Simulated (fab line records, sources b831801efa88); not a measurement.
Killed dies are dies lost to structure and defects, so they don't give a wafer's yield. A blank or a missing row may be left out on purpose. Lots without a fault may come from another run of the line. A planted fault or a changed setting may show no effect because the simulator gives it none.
fab line records | flow sky130
record lots=14 wafers=42 last_day=50
route steps=708 shown VIA4@642 PAD_OPEN@698
lots that met no fault: from a run of the same line without faults
start_h: hours from the record's first day to the start of the lot's first wafer shown | wait_h: hours since the lot's step before | " the same as in the row above | L1.1+2: a row that stands for several wafers | - no value, or no start given | * or withheld: withheld | < > ~ a bound
route shown NAME@n: a module of which the file shows steps, and the number in the route of the first | usual: mean/standard deviation of fault-free wafers | same: alike in all rows | chamber/n: place in a boat | sites: the reading at each site | _std_site: their standard deviation | _edge_site: outer sites' mean less inner sites' | radius_mm: how far each site lies from the wafer's centre | mask NAME#n: copy n | behind: the tool/chamber that last shaped the wafer | hold: why the lot was held/for how many hours/how that ended | device: the transistor (n, p or np) that didn't switch | end of line: the same wafers' tests at the end of the route | a step without rows: its recipe alone | killed: dies lost to structure and defects at the first sort, not the wafer's yield | map: a wafer's dies, x killed, . not, _ none there
set.NAME: the setting as run; set.NAME@STEP: as run at that earlier step | model.NAME: the simulator's own value behind a step, which no gauge read
steps of the route over a sample of lots; a table a step, a row a wafer
services: from which hour (start_h, from the record's first day; less than 0 if before it) a tool's chamber was out of use, for how many hours, and why
## steps
# step SKY_VIA4_BOW_MEAS_03
# recipe mode=bow
# usual VIA4_BOW=78/7.8
# columns lot.wafer tool chamber start_h wait_h VIA4_BOW[um]
L388.2 film_metro-04 - 983.02 0.1 77
L388.3 " - " " 70
L388.6 " - " " 69
L387.1 film_metro-01 - 987.38 0.2 80
L387.3 " - " " 85
L387.6 " - " " 78
L389.1 film_metro-04 - 996.46 0.1 87
L389.3 " - " " 76
L389.4 " - " " 74
L394.3 film_metro-04 - 1030.32 0.2 82
L394.4 " - " " 79
L394.6 " - " " 69
L392.3 film_metro-01 - 1030.84 0.1 68
L392.4 " - " " 79
L392.6 " - " " 75
L393.1 film_metro-04 - 1031.32 0.2 73
L393.4 " - " " 84
L393.5 " - " " 60
L395.2 film_metro-01 - 1036.28 0.1 83
L395.3 " - " " 77
L395.5 " - " " 85
L400.1 film_metro-04 - 1077.58 0.1 79
L400.5 " - " " 62
L400.6 " - " " 71
L401.2 film_metro-03 - 1078.38 0.2 92
L401.3 " - " " 77
L401.5 " - " " 77
L402.1 film_metro-01 - 1079.66 0.1 78
L402.4 " - " " 74
L402.5 " - " " 79
L407.1 film_metro-03 - 1109.46 0.2 79
L407.5 " - " " 75
L407.6 " - " " 80
L408.3 film_metro-03 - 1112.96 0.3 81
L408.5 " - " " 71
L408.6 " - " " 73
L409.1 film_metro-04 - 1123.38 0.1 71
L409.3 " - " " 67
L409.4 " - " " 78
L410.1 film_metro-04 - 1126.32 0.2 90
L410.3 " - " " 99
L410.5 " - " " 92
# step SKY_VIA4_THK_MEAS_20
# recipe thk_meas_gauge=xrf reads=W_of_VIA4_CVD_18
# usual VIA4_W_THK=505/5.6
# columns lot.wafer tool chamber start_h wait_h VIA4_W_THK[nm]
L388.2 film_metro-01 - 1007.04 0.1 501
L388.3 " - " " 514
L388.6 " - " " 508
L387.1 film_metro-03 - 1011.85 0.1 510
L387.3 " - " " 506
L387.6 " - " " 505
L389.1 film_metro-04 - 1019.99 0.1 513
L389.3 " - " " 514
L389.4 " - " " 504
L394.3 film_metro-03 - 1052.75 0.1 502
L394.4 " - " " 499
L394.6 " - " " 510
L392.3 film_metro-03 - 1053.86 0.1 500
L392.4 " - " " 498
L392.6 " - " " 502
L393.1 film_metro-04 - 1054.03 0.1 508
L393.4 " - " " 501
L393.5 " - " " 502
L395.2 film_metro-04 - 1057.54 0.1 510
L395.3 " - " " 512
L395.5 " - " " 513
L400.1 film_metro-01 - 1099.27 0.1 513
L400.5 " - " " 507
L400.6 " - " " 503
L401.2 film_metro-03 - 1099.84 0.1 497
L401.3 " - " " 500
L401.5 " - " " 496
L402.1 film_metro-01 - 1101.13 0.1 510
L402.4 " - " " 505
L402.5 " - " " 506
L407.1 film_metro-03 - 1128.89 0.1 516
L407.5 " - " " 505
L407.6 " - " " 507
L408.3 film_metro-04 - 1131.89 0.1 513
L408.5 " - " " 503
L408.6 " - " " 501
L409.1 film_metro-04 - 1142.49 0.1 507
L409.3 " - " " 511
L409.4 " - " " 508
L410.1 film_metro-04 - 1146.32 0.1 515
L410.3 " - " " 507
L410.5 " - " " 501
# step SKY_PAD_OPEN_EXPOSE_04
# recipe mask_id=PDM target_cd_nm=60000 na=0.57 dose_mj=254.8
# usual exposure_dose_mJ_cm2=254.78/0.25 focus_offset_nm=0.0/0.48
# columns lot.wafer tool chamber start_h wait_h mask exposure_dose_mJ_cm2 focus_offset_nm
L388.2 iline_stepper-02 0 1063.24 - PDM#0 254.36 0.5
L388.3 " 0 " " PDM#0 254.68 -0.2
L388.6 " 0 " " PDM#0 254.71 0.0
L387.1 iline_stepper-01 0 1069.79 - PDM#0 255.06 0.6
L387.3 " 0 " " PDM#0 254.58 -0.9
L387.6 " 0 " " PDM#0 254.97 -0.4
L389.1 iline_stepper-01 0 1081.26 - PDM#0 254.60 0.1
L389.3 " 0 " " PDM#0 254.86 0.7
L389.4 " 0 " " PDM#0 254.47 0.7
L394.3 iline_stepper-02 0 1106.79 - PDM#0 254.52 -0.3
L394.4 " 0 " " PDM#0 254.58 0.1
L394.6 " 0 " " PDM#0 254.43 0.6
L392.3 iline_stepper-02 0 1108.10 - PDM#0 254.81 -0.3
L392.4 " 0 " " PDM#0 255.09 -0.1
L392.6 " 0 " " PDM#0 255.18 -0.3
L393.1 iline_stepper-02 0 1108.71 - PDM#0 254.72 0.2
L393.4 " 0 " " PDM#0 254.99 -0.2
L393.5 " 0 " " PDM#0 255.15 -0.2
L395.2 iline_stepper-02 0 1113.86 - PDM#0 254.90 0.1
L395.3 " 0 " " PDM#0 254.97 0.1
L395.5 " 0 " " PDM#0 254.60 0.2
L400.1 iline_stepper-02 - 1148.14 - PDM#0 - -
L400.5 " - " " PDM#0 - -
L400.6 " - " " PDM#0 - -
L401.2 iline_stepper-01 - 1148.67 - PDM#0 - -
L401.3 " - " " PDM#0 - -
L401.5 " - " " PDM#0 - -
L402.1 iline_stepper-01 0 1149.47 - PDM#0 254.62 0.3
L402.4 " 0 " " PDM#0 254.66 0.0
L402.5 " 0 " " PDM#0 254.63 0.8
L407.1 iline_stepper-01 0 1175.37 - PDM#0 254.67 -0.7
L407.5 " 0 " " PDM#0 255.18 0.7
L407.6 " 0 " " PDM#0 254.45 -0.7
L408.3 iline_stepper-02 0 1178.13 - PDM#0 254.74 -0.4
L408.5 " 0 " " PDM#0 254.51 -0.3
L408.6 " 0 " " PDM#0 254.23 0.0
L409.1 iline_stepper-02 0 1185.86 - PDM#0 255.05 0.8
L409.3 " 0 " " PDM#0 255.01 0.3
L409.4 " 0 " " PDM#0 255.06 0.6
L410.1 iline_stepper-02 0 1189.94 - PDM#0 254.70 -0.9
L410.3 " 0 " " PDM#0 255.08 0.2
L410.5 " 0 " " PDM#0 254.86 0.0
# step SKY_PAD_OPEN_BOW_MEAS_13
# recipe mode=bow
# usual PAD_OPEN_BOW=45/8.1
# columns lot.wafer tool chamber start_h wait_h PAD_OPEN_BOW[um]
L388.2 film_metro-04 - 1077.13 - 43
L388.3 " - " " 32
L388.6 " - " " 33
L387.1 film_metro-02 - 1081.21 - 59
L387.3 " - " " 61
L387.6 " - " " 55
L389.1 film_metro-04 - 1095.30 - 54
L389.3 " - " " 43
L389.4 " - " " 42
L394.3 film_metro-01 - 1120.26 - 49
L394.4 " - " " 47
L394.6 " - " " 38
L392.3 film_metro-02 - 1121.19 - 38
L392.4 " - " " 47
L392.6 " - " " 42
L393.1 film_metro-01 - 1121.82 - 39
L393.4 " - " " 50
L393.5 " - " " 25
L395.2 film_metro-04 - 1125.05 - 49
L395.3 " - " " 41
L395.5 " - " " 50
L400.1 film_metro-02 - 1160.03 - 42
L400.5 " - " " 28
L400.6 " - " " 36
L401.2 film_metro-02 - 1160.84 - 56
L401.3 " - " " 41
L401.5 " - " " 40
L402.1 film_metro-04 - 1161.64 - 45
L402.4 " - " " 41
L402.5 " - " " 48
L407.1 film_metro-02 - 1185.15 - 45
L407.5 " - " " 37
L407.6 " - " " 45
L408.3 film_metro-04 - 1187.69 - 46
L408.5 " - " " 37
L408.6 " - " " 40
L409.1 film_metro-02 - 1196.36 - 41
L409.3 " - " " 38
L409.4 " - " " 48
L410.1 film_metro-01 - 1200.42 - 56
L410.3 " - " " 65
L410.5 " - " " 60
## services
# columns tool chamber start_h hours kind
iline_stepper-01 - 1040.24 2.4 repair
iline_stepper-02 - 1046.47 1.7 pm
iline_stepper-01 - 1073.44 1.7 pm
## key
first_sign step=SKY_PAD_OPEN_EXPOSE_04 reading=tool_record direction=missing
effect none on later readings
met_at SKY_PAD_OPEN_EXPOSE_04
struck_lots L400,L401
later_rows_left_out L400.1,L400.5,L400.6,L401.2,L401.3,L401.5
sort_left_out L400.1,L400.5,L400.6,L401.2,L401.3,L401.5
not_acting_at SKY_VIA4_BOW_MEAS_03,SKY_VIA4_THK_MEAS_20,SKY_PAD_OPEN_BOW_MEAS_13
onset_between 1113.86 1148.14
fault kind=skipped_step_whole tool=iline_stepper-01,iline_stepper-02 chamber=- onset_h=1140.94 steps=SKY_PAD_OPEN_EXPOSE_04 scope=struck_lots_only
# sort_left_out: the simulated sort isn't trusted on such a fault, so these wafers' sort isn't shown, and their yield isn't known
# later_rows_left_out: the simulator's readings of these wafers behind a module that went badly wrong aren't trusted and aren't shown, but for the sort
